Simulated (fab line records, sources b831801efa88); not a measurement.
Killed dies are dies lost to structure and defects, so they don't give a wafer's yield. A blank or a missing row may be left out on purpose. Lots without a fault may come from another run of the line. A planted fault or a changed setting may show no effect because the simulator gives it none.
Chamber matching | flow gf180mcu | GF_V1_CMP_26 on cmp-02: 4 sister chambers
The step polishes, stops on SiO2, t overpolish 15 s, target thk 0 nm. 4 wafers are shown with their chamber, then 7 later ones without.

WAFERS WITH THEIR CHAMBER
wafer  | chamber | motor_current_A (A)
L524.4 | 1       | 10.5
L527.5 | 0       | 12.7
L541.1 | 2       | 10.7
L541.2 | 3       | 12.2

WAFERS WITHOUT THEIR CHAMBER
wafer  | motor_current_A (A)
L541.6 | 12.9
L540.1 | 12.1
L540.2 | 12.8
L540.6 | 12.9
L542.1 | 12.4
L542.3 | 10.4
L542.4 | 10.3

WHICH CHAMBER EACH WENT THROUGH
wafer  | from the rows above     | in truth
L541.6 | 0                       | 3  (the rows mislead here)
L540.1 | 3                       | 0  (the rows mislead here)
L540.2 | 0                       | 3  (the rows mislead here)
L540.6 | 0                       | 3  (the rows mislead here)
L542.1 | can't be placed: 3 or 0 | 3
L542.3 | can't be placed: 1 or 2 | 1
L542.4 | can't be placed: 1 or 2 | 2
Placed correctly: 0 of 7. Can't be placed from these rows: 3 (the true chamber is among the candidates in 3). Placed wrongly: 4.
How it was worked out, from the rows above alone: a wafer's distance from a chamber is the root of the sum, over the readings, of the square of ((its reading less the chamber's mean) divided by the reading's scatter). The wafer belongs to the nearest chamber; if the next one is less than 2 further off, it can't be placed. A chamber's mean is the mean of its shown wafers. The scatter: with one shown wafer a chamber, the root of the mean of the squares of how far each hidden wafer lies from its nearest shown one.
